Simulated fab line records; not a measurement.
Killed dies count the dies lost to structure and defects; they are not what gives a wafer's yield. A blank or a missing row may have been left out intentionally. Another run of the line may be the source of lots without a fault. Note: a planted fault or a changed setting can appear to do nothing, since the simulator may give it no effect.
Split-lot experiment	flow gf180mcu	5 lots, 23 wafers read, on a route of 602 steps

== SPLIT DETAILS ==
At GF_VT_IMPLANT_COAT_02 (resist thk 1000 nm), the setting spin rpm was moved away from the recipe's 3000 rpm on 7 of the 23 wafers read, by -4.9% to +5.9%. For the rest of the wafers, this setting stayed at what the recipe calls for.

The reading comes from the split's own step.

== THE READING ==
NOVOLAK_of_VT_IMPLANT_COAT_02.thk nm (the simulator's own value, which no gauge read), in nm, at GF_VT_IMPLANT_COAT_02 (resist thk 1000 nm). The file gives no usual value for it. Here, 16 wafers ran the recipe; their average is 1001.5 nm with a standard deviation of 3 nm.

wafer	tool, chamber at the split	spin rpm as run, rpm	against the recipe	NOVOLAK_of_VT_IMPLANT_COAT_02.thk nm, nm	against lot-mates on the recipe
L075.1	litho track-02, 0	3000	recipe	997.4	-
L075.3	litho track-02, 0	3000	recipe	998	-
L075.4	litho track-02, 0	3149	+5.0%	976.3	-21.9
L075.5	litho track-02, 0	3149	+5.0%	973	-25.2
L075.6	litho track-02, 0	3000	recipe	999.1	-
L076.1	litho track-03, 0	3000	recipe	1005	-
L076.6	litho track-03, 0	3000	recipe	1005	-
L076.3	litho track-03, 0	3000	recipe	1003	-
L076.4	litho track-03, 0	3000	recipe	1003	-
L076.5	litho track-03, 0	3000	recipe	1004	-
L079.2	litho track-03, 0	3000	recipe	999.9	-
L079.5	litho track-03, 0	3000	recipe	999.3	-
L079.6	litho track-03, 0	3000	recipe	998.5	-
L082.1	litho track-01, 0	3000	recipe	1004	-
L082.3	litho track-01, 0	3177	+5.9%	975.4	-30.1
L082.4	litho track-01, 0	3177	+5.9%	974.2	-31.3
L082.5	litho track-01, 0	3000	recipe	1007	-
L082.6	litho track-01, 0	3177	+5.9%	975.5	-30.0
L084.2	litho track-01, 0	3000	recipe	1002	-
L084.3	litho track-01, 0	3000	recipe	997.2	-
L084.4	litho track-01, 0	3000	recipe	1001	-
L084.5	litho track-01, 0	2853	-4.9%	1027	+26.9
L084.6	litho track-01, 0	2853	-4.9%	1026	+25.9

FIT RESULTS
A straight line over all 23 wafers: NOVOLAK_of_VT_IMPLANT_COAT_02.thk nm changes by -4.87 nm for each +1% of spin rpm; r = -0.98; the points scatter about the line by 2.9 nm.
The same after taking each lot's own level away (the mean of its wafers on the recipe; 23 wafers): -5.14 nm for each +1%; r = -1.00; scatter 1.4 nm.
That fit puts the effect of the largest move of spin rpm on the reading at 30 nm.
The span of the lots' own levels, 998.17 to 1005.50 nm, comes to 2.5 times the standard deviation stated above.
So the lot-to-lot level changes the slope little: the two slopes agree.
Check: -30 nm against its lot-mates is what the line predicts for one of the wafers moved furthest among these (+5.9%) when that wafer is left out of the fit. It came out at -30.1 nm against them.

== FURTHER SPLITS ON THESE WAFERS ==
These wafers also went through other splits before the reading. Each is held against what the fit with the lots' levels taken away leaves over:
other split on the same wafers	wafers away from the commonest value	r with NOVOLAK_of_VT_IMPLANT_COAT_02.thk nm (lot level and that fit taken away)
GF_STI_COAT_07 resist thk nm	9	-0.28
GF_STI_ETCH_14 bias w	10	-0.10
GF_NWELL_SOFTBAKE_03 temp c	9	-0.19
GF_LVPWELL_IMPLANT_08 dose cm2	6	+0.28

== THE WHOLE CHAIN: every reading that the file lists as answering this split, in the file's order ==
step	what it does	reading	change (the file's fit)	r (the file's)
GF_VT_IMPLANT_COAT_02	resist thk 1000 nm	NOVOLAK_of_VT_IMPLANT_COAT_02.thk nm (the simulator's own value, which no gauge read)	-5.09 nm for each +1% of the setting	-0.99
GF_VT_IMPLANT_STRIP_09	strips in O2/N2	strip time to endpoint s	withheld for each +1% of the setting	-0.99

== FILE'S OWN FIT ==
NOVOLAK_of_VT_IMPLANT_COAT_02.thk nm changes by -5.09 nm for each +1% of spin rpm, r = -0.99.
